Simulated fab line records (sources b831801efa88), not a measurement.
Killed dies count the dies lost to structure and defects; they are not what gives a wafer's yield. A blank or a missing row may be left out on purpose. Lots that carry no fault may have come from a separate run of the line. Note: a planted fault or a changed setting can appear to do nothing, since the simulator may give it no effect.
Chamber matching / flow sky130 / 4 sister chambers for SKY_VIA4_CMP_02 on cmp-02
The step polishes SiO2. 14 wafers are shown with their chamber, then 7 later ones without.

== WAFERS, EACH WITH ITS CHAMBER ==
wafer=L075.1; chamber=2; motorCurrentA (A)=11.1
wafer=L075.2; chamber=3; motorCurrentA (A)=12.1
wafer=L075.6; chamber=2; motorCurrentA (A)=12.1
wafer=L077.2; chamber=0; motorCurrentA (A)=10.7
wafer=L077.3; chamber=2; motorCurrentA (A)=12.1
wafer=L077.5; chamber=2; motorCurrentA (A)=12.0
wafer=L079.1; chamber=2; motorCurrentA (A)=11.7
wafer=L079.3; chamber=0; motorCurrentA (A)=10.0
wafer=L079.6; chamber=2; motorCurrentA (A)=11.9
wafer=L080.4; chamber=0; motorCurrentA (A)=9.4
wafer=L080.5; chamber=1; motorCurrentA (A)=12.9
wafer=L080.6; chamber=2; motorCurrentA (A)=11.8
wafer=L083.2; chamber=1; motorCurrentA (A)=12.0
wafer=L083.4; chamber=0; motorCurrentA (A)=11.1

SIGNATURES, as means of the wafers listed above
reading=motorCurrentA; chamber 0=10.300; chamber 1=12.450; chamber 2=11.814; chamber 3=12.100; scatter within a chamber=0.532
Rule: for a wafer and a chamber, the distance is found by dividing, reading by reading, the gap between the wafer's reading and the chamber's mean by the reading's scatter, squaring, summing and taking the root. If the next closest chamber is less than 2 further off than the closest, the wafer can't be placed; otherwise it belongs to the closest. The scatter: the root of (the sum of the squares of (reading less its chamber's mean) over the shown wafers, divided by (wafers less chambers)).

== WAFERS WHOSE CHAMBER IS MISSING ==
wafer=L083.6; motorCurrentA (A)=10.3
wafer=L090.2; motorCurrentA (A)=11.9
wafer=L090.5; motorCurrentA (A)=12.3
wafer=L090.6; motorCurrentA (A)=10.4
wafer=L092.2; motorCurrentA (A)=11.9
wafer=L092.4; motorCurrentA (A)=12.4
wafer=L092.6; motorCurrentA (A)=12.5

== WHICH CHAMBER EACH ONE RAN IN ==
wafer=L083.6; from the rows above=0; in truth=0
wafer=L090.2; from the rows above=can't be placed: 2 or 3 or 1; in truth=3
wafer=L090.5; from the rows above=can't be placed: 1 or 3 or 2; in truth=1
wafer=L090.6; from the rows above=0; in truth=0
wafer=L092.2; from the rows above=can't be placed: 2 or 3 or 1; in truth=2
wafer=L092.4; from the rows above=can't be placed: 1 or 3 or 2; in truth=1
wafer=L092.6; from the rows above=can't be placed: 1 or 3 or 2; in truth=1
Correctly placed: 2 of 7. From these rows, 5 cannot be placed; in 5 the true chamber is one of the candidates. Number placed wrongly: 0.
